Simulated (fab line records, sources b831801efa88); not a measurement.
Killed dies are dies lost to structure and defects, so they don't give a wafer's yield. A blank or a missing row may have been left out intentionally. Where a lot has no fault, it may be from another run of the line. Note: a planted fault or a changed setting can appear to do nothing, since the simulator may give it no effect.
fab line records :: flow sky130
record:
  lots: 6
  wafers: 18
  lastDay: 50
route steps=708 shown METAL2@505 VIA2@507
lots with no fault: from the same line, run without faults
startH: hours from the record's first day to the start of the lot's first wafer shown :: waitH: hours elapsed since this lot's preceding step :: " repeats the value in the row above :: L1.1+2: a row that stands for several wafers :: - no value, or no start given :: * or withheld: withheld :: < > ~ a bound
route shown NAME@n: names a module that has steps shown in the file, with the first one's number in the route :: usual: average and standard deviation across the fault-free wafers :: same: alike in all rows :: chamber/n: place in a boat :: sites: readings site by site :: _std_site: how widely they spread, as a standard deviation :: _edge_site: outer sites' mean less inner sites' :: radiusMm: how far each site lies from the wafer's centre :: mask NAME#n: copy n :: behind: tool/chamber where the wafer was last shaped :: hold: why the lot went on hold/how many hours it stayed there/how the hold came to an end :: device: the transistor (n, p or np) that didn't switch :: end of line: the tests these same wafers got at the end of their route :: a step given without rows: its recipe and nothing more :: killed: count of dies lost to structure and defects at first sort (not the wafer's yield) :: map: the dies of a wafer, with x for killed, . for not killed, _ for no die there
set.NAME: the setting that was run; set.NAME@STEP: the one run at that earlier step :: model.NAME: the simulator's own value behind a step, which no gauge read
a table for each step, a row for each wafer; lots at some steps of the route
services: the hour from which a tool's chamber was out of use, counted from the record's first day as startH (under 0 if before that day), plus the number of hours and why
== steps ==
step: SKY_METAL2_CLEAN_22
recipe:
  chemistry: IPA
  timeS: 180
  tempC: 25
step: SKY_METAL2_CLEAN_23
recipe:
  chemistry: O3/DIW
  dry: n2Spin
step: SKY_VIA2_HDPCVD_00
recipe:
  material: SiO2
  targetThkNm: 1180
  sigmaOpenFrac: 0.3
  timeS: 196.7
  tempC: 400
  sih4FlowSccm: 60
  pressureMtorr: 6
step: SKY_VIA2_THK_MEAS_01
recipe:
  reads: SiO2_of_VIA2_HDPCVD_00
usual:
  VIA2_HDPCVD_THK: 1180/11
lot.wafer: L300.2
tool: filmMetro-02
chamber: -
startH: 880.07
waitH: 0.1
VIA2_HDPCVD_THK[nm]: 1185

lot.wafer: L300.4
tool: filmMetro-02
chamber: -
startH: 880.07
waitH: 0.1
VIA2_HDPCVD_THK[nm]: 1180

lot.wafer: L300.5
tool: filmMetro-02
chamber: -
startH: 880.07
waitH: 0.1
VIA2_HDPCVD_THK[nm]: 1188

lot.wafer: L307.2
tool: filmMetro-04
chamber: -
startH: 916.48
waitH: 0.1
VIA2_HDPCVD_THK[nm]: 1194

lot.wafer: L307.4
tool: filmMetro-04
chamber: -
startH: 916.48
waitH: 0.1
VIA2_HDPCVD_THK[nm]: 1183

lot.wafer: L307.5
tool: filmMetro-04
chamber: -
startH: 916.48
waitH: 0.1
VIA2_HDPCVD_THK[nm]: 1166

lot.wafer: L308.1
tool: filmMetro-02
chamber: -
startH: 920.00
waitH: 0.1
VIA2_HDPCVD_THK[nm]: 1177

lot.wafer: L308.2
tool: filmMetro-02
chamber: -
startH: 920.00
waitH: 0.1
VIA2_HDPCVD_THK[nm]: 1171

lot.wafer: L308.4
tool: filmMetro-02
chamber: -
startH: 920.00
waitH: 0.1
VIA2_HDPCVD_THK[nm]: 1186

lot.wafer: L314.1
tool: filmMetro-02
chamber: -
startH: 961.30
waitH: 0.1
VIA2_HDPCVD_THK[nm]: 1197

lot.wafer: L314.2
tool: filmMetro-02
chamber: -
startH: 961.30
waitH: 0.1
VIA2_HDPCVD_THK[nm]: 1184

lot.wafer: L314.5
tool: filmMetro-02
chamber: -
startH: 961.30
waitH: 0.1
VIA2_HDPCVD_THK[nm]: 1194

lot.wafer: L315.2
tool: filmMetro-01
chamber: -
startH: 965.21
waitH: 0.1
VIA2_HDPCVD_THK[nm]: 1193

lot.wafer: L315.3
tool: filmMetro-01
chamber: -
startH: 965.21
waitH: 0.1
VIA2_HDPCVD_THK[nm]: 1181

lot.wafer: L315.4
tool: filmMetro-01
chamber: -
startH: 965.21
waitH: 0.1
VIA2_HDPCVD_THK[nm]: 1193

lot.wafer: L316.3
tool: filmMetro-01
chamber: -
startH: 974.95
waitH: 0.1
VIA2_HDPCVD_THK[nm]: 1178

lot.wafer: L316.4
tool: filmMetro-01
chamber: -
startH: 974.95
waitH: 0.1
VIA2_HDPCVD_THK[nm]: 1177

lot.wafer: L316.6
tool: filmMetro-01
chamber: -
startH: 974.95
waitH: 0.1
VIA2_HDPCVD_THK[nm]: 1187
step: SKY_VIA2_CMP_02
recipe:
  material: SiO2
  downForcePsi: 4
  platenRpm: 60
  padVelocityMS: 0.94248
usual:
  motorCurrentA: 12.0/1.1
lot.wafer: L300.2
tool: cmp-02
chamber: 3
startH: 880.12
waitH: 0.0
motorCurrentA: 11.9

lot.wafer: L300.4
tool: cmp-02
chamber: 0
startH: 880.12
waitH: 0.0
motorCurrentA: 12.4

lot.wafer: L300.5
tool: cmp-02
chamber: 0
startH: 880.12
waitH: 0.0
motorCurrentA: 12.6

lot.wafer: L307.2
tool: cmp-01
chamber: 0
startH: 916.58
waitH: 0.1
motorCurrentA: 12.7

lot.wafer: L307.4
tool: cmp-01
chamber: 2
startH: 916.58
waitH: 0.1
motorCurrentA: 12.8

lot.wafer: L307.5
tool: cmp-01
chamber: 3
startH: 916.58
waitH: 0.1
motorCurrentA: 9.8

lot.wafer: L308.1
tool: cmp-01
chamber: 3
startH: 920.28
waitH: 0.3
motorCurrentA: 10.1

lot.wafer: L308.2
tool: cmp-01
chamber: 0
startH: 920.28
waitH: 0.3
motorCurrentA: 13.0

lot.wafer: L308.4
tool: cmp-01
chamber: 1
startH: 920.28
waitH: 0.3
motorCurrentA: 11.3

lot.wafer: L314.2
tool: cmp-01
chamber: 2
startH: 961.40
waitH: 0.1
motorCurrentA: 13.0

lot.wafer: L314.1
tool: cmp-01
chamber: 1
startH: 961.40
waitH: 0.1
motorCurrentA: 11.0

lot.wafer: L314.5
tool: cmp-01
chamber: 3
startH: 961.40
waitH: 0.1
motorCurrentA: 9.7

lot.wafer: L315.4
tool: cmp-02
chamber: 3
startH: 965.31
waitH: 0.1
motorCurrentA: 11.1

lot.wafer: L315.2
tool: cmp-02
chamber: 0
startH: 965.31
waitH: 0.1
motorCurrentA: 13.1

lot.wafer: L315.3
tool: cmp-02
chamber: 1
startH: 965.31
waitH: 0.1
motorCurrentA: 13.0

lot.wafer: L316.3
tool: cmp-02
chamber: 2
startH: 975.04
waitH: 0.1
motorCurrentA: 12.7

lot.wafer: L316.4
tool: cmp-02
chamber: 0
startH: 975.04
waitH: 0.1
motorCurrentA: 13.3

lot.wafer: L316.6
tool: cmp-02
chamber: 1
startH: 975.04
waitH: 0.1
motorCurrentA: 12.7
step: SKY_VIA2_BOW_MEAS_03
recipe:
  mode: bow
usual:
  VIA2_BOW: 88/6.9
lot.wafer: L300.2
tool: filmMetro-02
chamber: -
startH: 880.44
waitH: 0.3
VIA2_BOW[um]: 91

lot.wafer: L300.4
tool: filmMetro-02
chamber: -
startH: 880.44
waitH: 0.3
VIA2_BOW[um]: 92

lot.wafer: L300.5
tool: filmMetro-02
chamber: -
startH: 880.44
waitH: 0.3
VIA2_BOW[um]: 83

lot.wafer: L307.2
tool: filmMetro-04
chamber: -
startH: 916.85
waitH: 0.2
VIA2_BOW[um]: 87

lot.wafer: L307.4
tool: filmMetro-04
chamber: -
startH: 916.85
waitH: 0.2
VIA2_BOW[um]: 86

lot.wafer: L307.5
tool: filmMetro-04
chamber: -
startH: 916.85
waitH: 0.2
VIA2_BOW[um]: 74

lot.wafer: L308.1
tool: filmMetro-02
chamber: -
startH: 920.53
waitH: 0.2
VIA2_BOW[um]: 88

lot.wafer: L308.2
tool: filmMetro-02
chamber: -
startH: 920.53
waitH: 0.2
VIA2_BOW[um]: 93

lot.wafer: L308.4
tool: filmMetro-02
chamber: -
startH: 920.53
waitH: 0.2
VIA2_BOW[um]: 91

lot.wafer: L314.1
tool: filmMetro-01
chamber: -
startH: 961.70
waitH: 0.1
VIA2_BOW[um]: 83

lot.wafer: L314.2
tool: filmMetro-01
chamber: -
startH: 961.70
waitH: 0.1
VIA2_BOW[um]: 89

lot.wafer: L314.5
tool: filmMetro-01
chamber: -
startH: 961.70
waitH: 0.1
VIA2_BOW[um]: 96

lot.wafer: L315.2
tool: filmMetro-02
chamber: -
startH: 965.58
waitH: 0.2
VIA2_BOW[um]: 84

lot.wafer: L315.3
tool: filmMetro-02
chamber: -
startH: 965.58
waitH: 0.2
VIA2_BOW[um]: 93

lot.wafer: L315.4
tool: filmMetro-02
chamber: -
startH: 965.58
waitH: 0.2
VIA2_BOW[um]: 100

lot.wafer: L316.3
tool: filmMetro-02
chamber: -
startH: 975.33
waitH: 0.2
VIA2_BOW[um]: 94

lot.wafer: L316.4
tool: filmMetro-02
chamber: -
startH: 975.33
waitH: 0.2
VIA2_BOW[um]: 98

lot.wafer: L316.6
tool: filmMetro-02
chamber: -
startH: 975.33
waitH: 0.2
VIA2_BOW[um]: 87
step: SKY_VIA2_DEHYDRATE_04
recipe:
  tempC: 200
  timeS: 60
step: SKY_VIA2_HMDS_05
recipe:
  primeTimeS: 60
  primeTempC: 120
step: SKY_VIA2_COAT_06
recipe:
  resist: BARC
  tempC: withheld
  timeS: withheld
  spinRpm: 3000
  resistThkNm: 60
step: SKY_VIA2_COAT_07
recipe:
  resist: KrF-thick
  spinRpm: 3000
  resistThkNm: 450
step: SKY_VIA2_SOFTBAKE_08
recipe:
  tempC: 100
  timeS: 90
  resist: KrF-thick
step: SKY_VIA2_EXPOSE_09
recipe:
  maskId: VIM2
  na: 0.8
  sourceShape: annular
  sigmaInner: 0.55
  sigmaOuter: 0.85
  targetCdNm: 200
  doseMj: 38
step: SKY_VIA2_PEB_10
recipe:
  pebTempC: withheld
  pebTimeS: withheld
  resist: KrF-thick
usual:
  chillPlateTempC: *
  exhaustPa: 45.3/0.86
lot.wafer: L300.2
tool: lithoTrack-02
chamber: 0
startH: 905
waitH: -
chillPlateTempC: *
exhaustPa: 45.8

lot.wafer: L300.4
tool: lithoTrack-02
chamber: 0
startH: 905
waitH: -
chillPlateTempC: *
exhaustPa: 44.0

lot.wafer: L300.5
tool: lithoTrack-02
chamber: 0
startH: 905
waitH: -
chillPlateTempC: *
exhaustPa: 44.4

lot.wafer: L307.2
tool: lithoTrack-04
chamber: -
startH: 940
waitH: -
chillPlateTempC: -
exhaustPa: -

lot.wafer: L307.4
tool: lithoTrack-04
chamber: -
startH: 940
waitH: -
chillPlateTempC: -
exhaustPa: -

lot.wafer: L307.5
tool: lithoTrack-04
chamber: -
startH: 940
waitH: -
chillPlateTempC: -
exhaustPa: -

lot.wafer: L308.1
tool: lithoTrack-04
chamber: -
startH: 944
waitH: -
chillPlateTempC: -
exhaustPa: -

lot.wafer: L308.2
tool: lithoTrack-04
chamber: -
startH: 944
waitH: -
chillPlateTempC: -
exhaustPa: -

lot.wafer: L308.4
tool: lithoTrack-04
chamber: -
startH: 944
waitH: -
chillPlateTempC: -
exhaustPa: -

lot.wafer: L314.1
tool: lithoTrack-04
chamber: 0
startH: 985
waitH: -
chillPlateTempC: *
exhaustPa: 43.8

lot.wafer: L314.2
tool: lithoTrack-04
chamber: 0
startH: 985
waitH: -
chillPlateTempC: *
exhaustPa: 44.8

lot.wafer: L314.5
tool: lithoTrack-04
chamber: 0
startH: 985
waitH: -
chillPlateTempC: *
exhaustPa: 44.5

lot.wafer: L315.2
tool: lithoTrack-04
chamber: 0
startH: 988
waitH: -
chillPlateTempC: *
exhaustPa: 45.2

lot.wafer: L315.3
tool: lithoTrack-04
chamber: 0
startH: 988
waitH: -
chillPlateTempC: *
exhaustPa: 43.8

lot.wafer: L315.4
tool: lithoTrack-04
chamber: 0
startH: 988
waitH: -
chillPlateTempC: *
exhaustPa: 44.1

lot.wafer: L316.3
tool: lithoTrack-01
chamber: 0
startH: 997
waitH: -
chillPlateTempC: *
exhaustPa: 46.8

lot.wafer: L316.4
tool: lithoTrack-01
chamber: 0
startH: 997
waitH: -
chillPlateTempC: *
exhaustPa: 45.8

lot.wafer: L316.6
tool: lithoTrack-01
chamber: 0
startH: 997
waitH: -
chillPlateTempC: *
exhaustPa: 45.6
step: SKY_VIA2_DEVELOP_11
recipe:
  developTimeS: 60
  resist: KrF-thick
  devTempC: 21
== services ==
tool: cmp-02
chamber: -
startH: 887.99
hours: 2.6
kind: repair

tool: cmp-02
chamber: -
startH: 912.00
hours: 4.0
kind: pm

tool: cmp-02
chamber: -
startH: 916.00
hours: -
kind: consumableReplace:conditioner

tool: cmp-02
chamber: -
startH: 916.00
hours: -
kind: consumableReplace:pad

tool: cmp-02
chamber: -
startH: 916.32
hours: 6.9
kind: pm

tool: cmp-02
chamber: -
startH: 994.74
hours: 6.1
kind: pm
== key ==
firstSign:
  step: SKY_VIA2_PEB_10
  reading: toolRecord
  direction: missing
effect none on later readings
metAt SKY_VIA2_PEB_10
struckWafers L307.2,L307.4,L307.5,L308.1,L308.2,L308.4
laterRowsLeftOut L307.2,L307.4,L307.5,L308.1,L308.2,L308.4
sortLeftOut L307.2,L307.4,L307.5,L308.1,L308.2,L308.4
fault:
  kind: skippedStepWhole
  tool: lithoTrack-04
  chamber: -
  onsetH: 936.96
  steps: SKY_VIA2_PEB_10
  scope: struckLotsOnly
sortLeftOut: the simulated sort isn't trusted on such a fault, so these wafers' sort isn't shown, and their yield isn't known
laterRowsLeftOut: the simulator's readings of these wafers behind a module that went badly wrong aren't trusted and aren't shown, but for the sort
